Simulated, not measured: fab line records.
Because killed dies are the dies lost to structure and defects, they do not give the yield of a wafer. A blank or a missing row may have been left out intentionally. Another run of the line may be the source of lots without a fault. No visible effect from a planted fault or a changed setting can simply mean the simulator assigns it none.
A struck lot beside a sound one :: flow sky130 :: 35 out of 708 route steps
Sound: these wafers, L165.1, L165.2, L165.4. Struck: wafers L179.1, L179.3, L179.5. The cause is named last.
Each step with rows lists, per side, the tool, then ch with its chambers, then its first start. Under that, the readings that differ: sound wafers :: struck wafers :: difference of the means :: sigmas: that difference in standard deviations of wafers without a fault.
alike: a reading whose means differ by less than 2 such deviations, as well as words and numbers matching on both sides. not compared: withheld readings; readings where some wafer has no value; bounds like >300 that might hide an equal value; numbers whose values overlap and for which the record gives no deviation.
A row with sigmas, a row that says differs or no value, or rows on one side alone: a step with any of these is where the two part. When numbers do not overlap yet have no deviation, they are printed without sigmas and do not part them. A reading that every wafer of one side lacks parts them only if that side has two wafers or more.

first, 10 steps without rows for these wafers: SKY_METAL4_SOFTBAKE_09 (time 90 s); SKY_METAL4_EXPOSE_10 (exposes mask MM4, target cd 300 nm); SKY_METAL4_PEB_11; SKY_METAL4_DEVELOP_12 (develop time 60 s); SKY_METAL4_DESCUM_15 (chemistry O2, time 8 s); SKY_METAL4_ETCH_16 (etches BARC in N2/H2, stops on SiO2, time 88.2 s, target depth 60 nm); SKY_METAL4_ETCH_17 (etches SiO2 in C4F8/O2/Ar, stops on TiN, time 3.9 s, target depth 15 nm); SKY_METAL4_METAL_ETCH_18 (etches the open film in Cl2/BCl3, stops on SiO2, target depth 845 nm, time 183.1 s); SKY_METAL4_STRIP_19 (strips in O2/N2); SKY_METAL4_STRIP_20 (strips in post etch residue remover, time 1200 s).
SKY_METAL4_CLEAN_21: cleans in IPA, time 180 s.
  sound on wet_bench-01 ch 3, day 41 23:23; struck on wet_bench-03 ch 2, day 45 14:38
then, 23 steps without rows for these wafers: SKY_METAL4_CLEAN_22 (cleans in O3/DIW); SKY_VIA4_HDPCVD_00 (deposits SiO2, target thk 1750 nm, time 291.7 s); SKY_VIA4_CMP_02 (polishes SiO2); SKY_VIA4_DEHYDRATE_04 (time 60 s); SKY_VIA4_HMDS_05 (prime time 60 s); SKY_VIA4_COAT_06 (resist thk 1140 nm); SKY_VIA4_SOFTBAKE_07 (time 60 s); SKY_VIA4_EXPOSE_08 (exposes mask VIM4, target cd 800 nm); SKY_VIA4_PEB_09; SKY_VIA4_DEVELOP_10 (develop time 60 s); SKY_VIA4_ETCH_12 (etches SiO2 in C4F8/O2/Ar, stops on TiN, target depth 580 nm); SKY_VIA4_STRIP_13 (strips in O2/N2); SKY_VIA4_STRIP_14 (strips in post etch residue remover, time 1200 s); SKY_VIA4_CLEAN_15 (cleans in IPA, time 180 s); SKY_VIA4_CLEAN_16 (cleans in O3/DIW); SKY_VIA4_SPUTTER_17 (material TiN, target thk 20 nm, time 80 s); SKY_VIA4_CVD_18 (deposits W, target thk 505 nm, time 152.14 s); SKY_VIA4_CMP_21 (polishes, stops on SiO2, t overpolish 25 s, target thk 0 nm); SKY_METAL5_SPUTTER_00 (material Ti, target thk 15 nm, time 10 s); SKY_METAL5_SPUTTER_01 (material TiN, target thk 20 nm, time 16.7 s); SKY_METAL5_SPUTTER_02 (material AlCu, target thk 1150 nm, time 61.2 s); SKY_METAL5_SPUTTER_03 (material Ti, target thk 5 nm, time 3.3 s); SKY_METAL5_SPUTTER_04 (material TiN, target thk 70 nm, time 58.3 s).
-- the record jumps here: 4 days lie between the struck wafers' starts before and after (it left off in module METAL5 and takes up again in module PAD_OPEN, whose first step shown is number 708 of the route) --
SKY_PAD_OPEN_PROBE_99:
  sound: prober-02 at day 45 23:37; struck: prober-01 at day 49 02:39
reading: hold
sound: - - -
struck: await_dispo/5.1h/release await_dispo/5.1h/release await_dispo/5.1h/release
difference: no value on the sound wafers
sigmas: 

reading: defect_limited_yield (%)
sound: 82.1 80.7 81.3
struck: 74.0 76.0 76.6
difference: -5.8
sigmas: -3

reading: killed_at_M4_up
sound: 3 1 1
struck: 40 42 46
difference: +41
sigmas: +23

reading: killed_at_contacts
sound: 29 32 27
struck: 20 21 14
difference: -11
sigmas: -2

reading: killed_dies
sound: 88 95 92
struck: 128 118 115
difference: +29
sigmas: +3

reading: killed_on_rim
sound: 15 16 17
struck: 32 25 24
difference: +11
sigmas: +3

reading: sort_bin_3_pad_short (%)
sound: 0.6 0.4 0.6
struck: 2.8 2.6 2.8
difference: +2.2
sigmas: +5

reading: sort_bin_5_function (%)
sound: 10.2 11.6 11.6
struck: 16.5 14.6 14.2
difference: +4.0
sigmas: +3

reading: sort_n_pass
sound: 404 397 400
struck: 364 374 377
difference: -29
sigmas: -3

reading: sort_yield_pct (%)
sound: 82.1 80.7 81.3
struck: 74.0 76.0 76.6
difference: -5.8
sigmas: -3

reading: model.etest.tester.sort_n_pass
sound: 404 397 400
struck: 364 374 377
difference: -29
sigmas: 

reading: model.etest.tester.sort_yield_pct (%)
sound: 82.11 80.69 81.3
struck: 73.98 76.02 76.63
difference: -5.82
sigmas: 

reading: model.etest.tester.sort_bin_5_pct (%)
sound: 10.16 11.59 11.59
struck: 16.46 14.63 14.23
difference: +3.99
sigmas: 

reading: model.etest.tester.sort_bin_3_pct (%)
sound: 0.6098 0.4065 0.6098
struck: 2.846 2.642 2.846
difference: +2.236
sigmas: 
  alike: killed_at_M0_to_M3, killed_at_front_end, killed_at_other, killed_open, killed_short, sort_bin_6_memory

## WHERE THEY PART
Only at SKY_PAD_OPEN_PROBE_99, within this record.

WHY: the cause the simulator had injected
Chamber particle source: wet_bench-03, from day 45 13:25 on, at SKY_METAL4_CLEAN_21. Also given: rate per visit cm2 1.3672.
